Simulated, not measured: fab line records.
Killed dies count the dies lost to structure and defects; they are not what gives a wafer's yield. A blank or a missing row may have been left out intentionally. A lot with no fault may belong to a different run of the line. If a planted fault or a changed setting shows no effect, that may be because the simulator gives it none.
A single fault, viewed from 2 desks + flow sky130 + each desk holds nothing but its own numbers, with what lay behind them at the end

DESK OF THE TOOL OWNER: pvd-sputter-04
The tool's own readings at SKY_CAP2M_SPUTTER_02 (material TiN, target thk 200 nm, time 166.7 s): means of the sampled wafers that have a number, for each lot that ran on this tool. Marked OUT: a lot whose mean sits more than 4 standard deviations from the usual mean, which makes it out of limits; the brackets give that distance.
Columns: A = cathode-dc-power-W at SKY_CAP2M_SPUTTER_02, usual 6500.0 W; B = chamber-pressure-pa at SKY_CAP2M_SPUTTER_02, usual 0.4000 Pa; C = throttle-valve-pct at SKY_CAP2M_SPUTTER_02, usual 29.9 %
| lot  | first seen here | A                        | B      | C    |
|------|-----------------|--------------------------|--------|------|
| L100 | day 39 12:19    | 6499.4                   | 0.4007 | 30.2 |
| L104 | day 40 18:11    | 6500.3                   | 0.4006 | 30.1 |
| L105 | day 41 18:50    | 6499.9                   | 0.3996 | 29.6 |
| L106 | day 41 23:13    | 6500.2                   | 0.3996 | 29.1 |
| L107 | day 42 01:07    | 6500.4                   | 0.3999 | 29.6 |
| L110 | day 43 05:05    | 6501.2                   | 0.3998 | 29.9 |
| L112 | day 43 18:33    | 6500.1                   | 0.4001 | 29.5 |
| L122 | day 46 04:14    | 6330.4 (-99 or more) OUT | 0.4015 | 28.7 |
| L121 | day 46 04:35    | 6444.2 (-47) OUT         | 0.4002 | 29.8 |
This desk's verdict: out of limits on L121, L122, starting with L122 at day 46 04:14 (cathode-dc-power-W at SKY_CAP2M_SPUTTER_02). L100, L104, L105, L106, L107, L110, L112: within limits.

METROLOGY DESK
What the gauges read for every lot (on any tool): the sampled wafers with a number, averaged. Marked OUT: a lot whose mean sits more than 4 standard deviations from the usual mean, which makes it out of limits; the brackets give that distance.
Columns: A = cd-nm at SKY_VIA3_CD_MEAS_12, usual 199.4 nm; B = CAP2M_CVD_00_THK at SKY_CAP2M_THK_MEAS_01, usual 15.43 nm
| lot  | first seen here | A     | B     |
|------|-----------------|-------|-------|
| L100 | day 39 10:31    | 199.7 | 15.41 |
| L102 | day 40 02:29    | 199.9 | 15.51 |
| L103 | day 40 13:57    | 199.6 | 15.18 |
| L104 | day 40 16:20    | 197.6 | 15.30 |
| L105 | day 41 17:05    | 200.6 | 15.49 |
| L106 | day 41 21:28    | 200.3 | 15.50 |
| L107 | day 41 23:21    | 199.8 | 15.24 |
| L108 | day 42 02:40    | 199.9 | 15.33 |
| L110 | day 43 03:18    | 198.0 | 15.47 |
| L112 | day 43 16:50    | 199.7 | 15.49 |
| L118 | day 44 21:22    | 200.5 | 15.14 |
| L122 | day 46 02:28    | 199.8 | 15.54 |
| L121 | day 46 02:44    | 197.5 | 15.63 |
| L123 | day 46 04:22    | 197.6 | 15.13 |
Result from this desk: across the 14 lots, nothing is out of limits.

TAKEN TOGETHER
The tool owner's desk had the chance to raise an alarm at day 46 04:14 on L121, L122.
At the metrology desk, nothing out of limits was observed.
The metrology desk holds a record of L121, L122, inside its limits.
Of the lots named, all ran SKY_CAP2M_SPUTTER_02 on pvd-sputter-04.

WHAT THE SIMULATOR HAD PUT IN
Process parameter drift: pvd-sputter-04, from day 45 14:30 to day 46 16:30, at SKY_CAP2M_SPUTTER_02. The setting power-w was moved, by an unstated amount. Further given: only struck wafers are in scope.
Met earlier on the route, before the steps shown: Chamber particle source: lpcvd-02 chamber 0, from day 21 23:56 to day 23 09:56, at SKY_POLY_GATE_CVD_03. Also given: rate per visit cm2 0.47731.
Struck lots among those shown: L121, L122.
How many hours passed from the start of the fault until each desk's first out-of-limits reading: the tool owner's desk, 14.
